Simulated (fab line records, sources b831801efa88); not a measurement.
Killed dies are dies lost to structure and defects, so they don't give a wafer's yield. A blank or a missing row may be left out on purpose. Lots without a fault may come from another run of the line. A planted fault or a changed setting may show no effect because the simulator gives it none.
Which tool did it? | flow sky130 | 24 lots, 72 wafers sampled, at 4 steps of a route of 708

WHAT THE GAUGES READ, wafer by wafer
SKY_POLY_CUT_OVL_MEAS_09. Usual: POLY_CUT_OVL -1 nm, standard deviation 6.2.
lot  | measured     | on         | POLY_CUT_OVL (nm) | flag
L074 | day 24 09:40 | overlay-01 | -3 1 -2           |
L075 | day 24 19:34 | overlay-02 | 6 4 4             |
L076 | day 25 03:13 | overlay-01 | -5 3 -2           |
L077 | day 25 18:22 | overlay-01 | -15 -20 -17       |
L078 | day 26 14:29 | overlay-02 | -9 5 -2           |
L079 | day 26 14:10 | overlay-01 | 0 1 0             |
L080 | day 26 21:44 | overlay-01 | -7 -9 -7          |
L081 | day 27 00:07 | overlay-01 | -4 -2 -5          |
L082 | day 27 05:53 | overlay-01 | 6 0 -4            |
L083 | day 27 16:52 | overlay-02 | 3 -8 2            |
L084 | day 28 03:51 | overlay-02 | -7 0 -10          |
L085 | day 28 08:31 | overlay-02 | 7 11 5            |
L086 | day 28 19:41 | overlay-02 | 2 -3 4            |
L087 | day 28 17:55 | overlay-02 | 0 -3 2            |
L088 | day 29 06:31 | overlay-02 | 10 -6 7           |
L089 | day 29 10:25 | overlay-02 | -1 -7 -1          |
L090 | day 30 00:08 | overlay-01 | 1 -1 8            |
L091 | day 30 07:37 | overlay-01 | -16 -8 -4         |
L092 | day 30 14:59 | overlay-01 | -1 -5 -8          |
L093 | day 30 21:29 | overlay-01 | -5 -2 -7          |
L094 | day 31 12:38 | overlay-02 | -2 -3 1           |
L095 | day 31 09:55 | overlay-01 | 5 6 10            |
L096 | day 31 23:07 | overlay-01 | -6 -3 -5          |
L097 | day 32 04:39 | overlay-02 | 5 10 12           |

SKY_VIA1_RS_MEAS_22: measures by four-point-probe. Usual: VIA1_W_RS 0.424 ohm/sq, standard deviation 0.0041.
lot  | measured     | on            | VIA1_W_RS (ohm/sq) | flag
L074 | day 34 02:56 | film_metro-03 | 0.436 0.425 0.427  |
L075 | day 34 13:38 | film_metro-04 | 0.423 0.421 0.419  |
L076 | day 34 16:57 | film_metro-03 | 0.428 0.428 0.430  |
L077 | day 35 09:44 | film_metro-03 | 0.424 0.423 0.424  |
L078 | day 36 07:07 | film_metro-04 | 0.421 0.426 0.422  |
L079 | day 36 05:48 | film_metro-04 | 0.423 0.418 0.421  |
L080 | day 36 12:25 | film_metro-03 | 0.433 0.429 0.420  |
L081 | day 36 13:58 | film_metro-02 | 0.427 0.425 0.423  |
L082 | day 36 16:23 | film_metro-02 | 0.428 0.427 0.433  |
L083 | day 37 02:38 | film_metro-04 | 0.427 0.418 0.427  |
L084 | day 37 12:36 | film_metro-02 | 0.429 0.423 0.428  |
L085 | day 37 17:34 | film_metro-03 | 0.426 0.429 0.427  |
L086 | day 38 01:44 | film_metro-02 | 0.420 0.427 0.423  |
L087 | day 38 02:07 | film_metro-04 | 0.419 0.425 0.425  |
L088 | day 38 13:39 | film_metro-02 | 0.422 0.429 0.428  |
L089 | day 38 15:21 | film_metro-03 | 0.419 0.417 0.420  |
L090 | day 39 05:33 | film_metro-03 | 0.416 0.413 0.422  |
L091 | day 39 10:47 | film_metro-03 | 0.426 0.425 0.431  |
L092 | day 39 17:22 | film_metro-04 | 0.422 0.422 0.426  |
L093 | day 40 00:49 | film_metro-03 | 0.416 0.428 0.418  |
L094 | day 40 13:41 | film_metro-04 | 0.424 0.426 0.426  |
L095 | day 40 12:06 | film_metro-03 | 0.429 0.424 0.424  |
L096 | day 40 23:15 | film_metro-03 | 0.421 0.422 0.419  |
L097 | day 41 04:27 | film_metro-02 | 0.426 0.423 0.422  |

WHICH TOOL RAN EACH LOT (tool, then ch and the chambers of the sampled wafers, then the start)
lot  | SKY_NWELL_STRIP_25                   | SKY_METAL1_SPUTTER_01
L074 | plasma_asher-02 ch 0,1, day 5 09:44  | pvd_sputter-02, day 31 19:19
L075 | plasma_asher-04 ch 0,1, day 5 14:26  | pvd_sputter-01, day 32 04:32
L076 | plasma_asher-04 ch 0, day 5 21:29    | pvd_sputter-01, day 32 09:31
L077 | plasma_asher-01 ch 0,1, day 6 03:59  | pvd_sputter-02, day 33 01:06
L078 | plasma_asher-01 ch 0,1, day 6 10:49  | pvd_sputter-02, day 33 22:19
L079 | plasma_asher-02 ch 0,1, day 6 17:48  | pvd_sputter-01, day 33 21:20
L080 | plasma_asher-02 ch 0,1, day 7 01:47  | pvd_sputter-04, day 34 03:45
L081 | plasma_asher-01 ch 0, day 7 02:35    | pvd_sputter-04, day 34 04:29
L082 | plasma_asher-04 ch 0,1, day 7 08:49  | pvd_sputter-04, day 34 08:45
L083 | plasma_asher-02 ch 0,1, day 7 13:51  | pvd_sputter-01, day 34 19:07
L084 | plasma_asher-04 ch 0,1, day 8 03:47  | pvd_sputter-04, day 35 06:35
L085 | plasma_asher-01 ch 0,1, day 8 04:08  | pvd_sputter-04, day 35 10:14
L086 | plasma_asher-02 ch 0,1, day 8 09:01  | pvd_sputter-02, day 35 20:26
L087 | plasma_asher-01 ch 0,1, day 8 15:03  | pvd_sputter-01, day 35 20:02
L088 | plasma_asher-02 ch 0,1, day 8 18:29  | pvd_sputter-04, day 36 07:45
L089 | plasma_asher-04 ch 0,1, day 9 02:51  | pvd_sputter-04, day 36 09:28
L090 | plasma_asher-01 ch 0,1, day 9 12:14  | pvd_sputter-04, day 36 22:52
L091 | plasma_asher-01 ch 0,1, day 9 17:22  | pvd_sputter-04, day 37 05:50
L092 | plasma_asher-02 ch 0,1, day 10 00:09 | pvd_sputter-01, day 37 11:10
L093 | plasma_asher-04 ch 0,1, day 10 05:41 | pvd_sputter-01, day 37 19:31
L094 | plasma_asher-04 ch 0,1, day 10 06:18 | pvd_sputter-01, day 38 08:19
L095 | plasma_asher-04 ch 0,1, day 10 13:16 | pvd_sputter-01, day 38 07:08
L096 | plasma_asher-01 ch 0,1, day 11 00:51 | pvd_sputter-04, day 38 19:56
L097 | plasma_asher-04 ch 0,1, day 11 05:49 | pvd_sputter-01, day 39 00:19
- SKY_NWELL_STRIP_25: strips in O2/N2.
- SKY_METAL1_SPUTTER_01: material TiN, target thk 20 nm, time 16.7 s.

WHAT THE TOOLS THEMSELVES READ (means of the sampled wafers that have a number; where no wafer has one, the mark that the record gives instead)
SKY_NWELL_STRIP_25. Usual: drypump_motor_current_A 5.7 A, standard deviation 0.48; oes_product_au 0.722 a.u., standard deviation 0.0044; strip_time_to_endpoint_s 36.87 s, standard deviation 0.1.
lot  | tool            | drypump_motor_current_A (A) | oes_product_au (a.u.) | strip_time_to_endpoint_s (s) | flag
L074 | plasma_asher-02 | 5.9                         | 0.722                 | 36.94                        |
L075 | plasma_asher-04 | 6.0                         | 0.726                 | 36.87                        |
L076 | plasma_asher-04 | 5.1                         | 0.725                 | 36.92                        |
L077 | plasma_asher-01 | 5.3                         | 0.722                 | 36.80                        |
L078 | plasma_asher-01 | 5.4                         | 0.726                 | 36.81                        |
L079 | plasma_asher-02 | 5.9                         | 0.721                 | 37.01                        |
L080 | plasma_asher-02 | 5.9                         | 0.725                 | 36.72                        |
L081 | plasma_asher-01 | 5.5                         | 0.718                 | 36.97                        |
L082 | plasma_asher-04 | 5.6                         | 0.723                 | 36.89                        |
L083 | plasma_asher-02 | 5.9                         | 0.724                 | 36.93                        |
L084 | plasma_asher-04 | 5.6                         | 0.720                 | 36.96                        |
L085 | plasma_asher-01 | 5.3                         | 0.724                 | 36.91                        |
L086 | plasma_asher-02 | 5.9                         | 0.720                 | 36.83                        |
L087 | plasma_asher-01 | 5.3                         | 0.724                 | 36.83                        |
L088 | plasma_asher-02 | 5.9                         | 0.720                 | 36.77                        |
L089 | plasma_asher-04 | 6.1                         | 0.724                 | 36.68                        |
L090 | plasma_asher-01 | 5.4                         | 0.721                 | 36.88                        |
L091 | plasma_asher-01 | 5.4                         | 0.723                 | 36.87                        |
L092 | plasma_asher-02 | 5.9                         | 0.724                 | 36.89                        |
L093 | plasma_asher-04 | 6.1                         | 0.722                 | 36.97                        |
L094 | plasma_asher-04 | 6.1                         | 0.721                 | 36.88                        |
L095 | plasma_asher-04 | 5.6                         | 0.727                 | 36.80                        |
L096 | plasma_asher-01 | 5.3                         | 0.720                 | 36.99                        |
L097 | plasma_asher-04 | 6.0                         | 0.727                 | 36.80                        |

SKY_METAL1_SPUTTER_01. Usual: throttle_valve_pct 30.4 %, standard deviation 0.93.
lot  | tool           | throttle_valve_pct (%) | flag
L074 | pvd_sputter-02 | 30.4                   |
L075 | pvd_sputter-01 | 31.1                   |
L076 | pvd_sputter-01 | 31.4                   |
L077 | pvd_sputter-02 | 30.2                   |
L078 | pvd_sputter-02 | 30.1                   |
L079 | pvd_sputter-01 | 31.4                   |
L080 | pvd_sputter-04 | 29.9                   |
L081 | pvd_sputter-04 | 29.9                   |
L082 | pvd_sputter-04 | 29.7                   |
L083 | pvd_sputter-01 | 31.2                   |
L084 | pvd_sputter-04 | 30.2                   |
L085 | pvd_sputter-04 | 29.4                   |
L086 | pvd_sputter-02 | 30.1                   |
L087 | pvd_sputter-01 | 30.9                   |
L088 | pvd_sputter-04 | 29.7                   |
L089 | pvd_sputter-04 | 30.7                   |
L090 | pvd_sputter-04 | 29.6                   |
L091 | pvd_sputter-04 | 29.2                   |
L092 | pvd_sputter-01 | 30.0                   |
L093 | pvd_sputter-01 | 30.9                   |
L094 | pvd_sputter-01 | 30.9                   |
L095 | pvd_sputter-01 | 31.1                   |
L096 | pvd_sputter-04 | 30.5                   |
L097 | pvd_sputter-01 | 31.9                   |

THE ANSWER, worked out from the rows above alone
Rule: a lot is off if the mean of its wafers that have a number lies more than 3 standard deviations from the usual mean. A lot without any number at a reading at which 4 lots or more have one is off too. The other lots that the step has rows for count as sound. The gauges are gone through in route order, then the tools' own readings, and for those a lot's mean is taken as printed above. The first step at which some lot is off is used, and at that step the reading that is off furthest; a lot without a number counts as furthest.
No lot is off at any reading shown: from this, nothing can be told.

WHAT THE SIMULATOR HAD PUT IN
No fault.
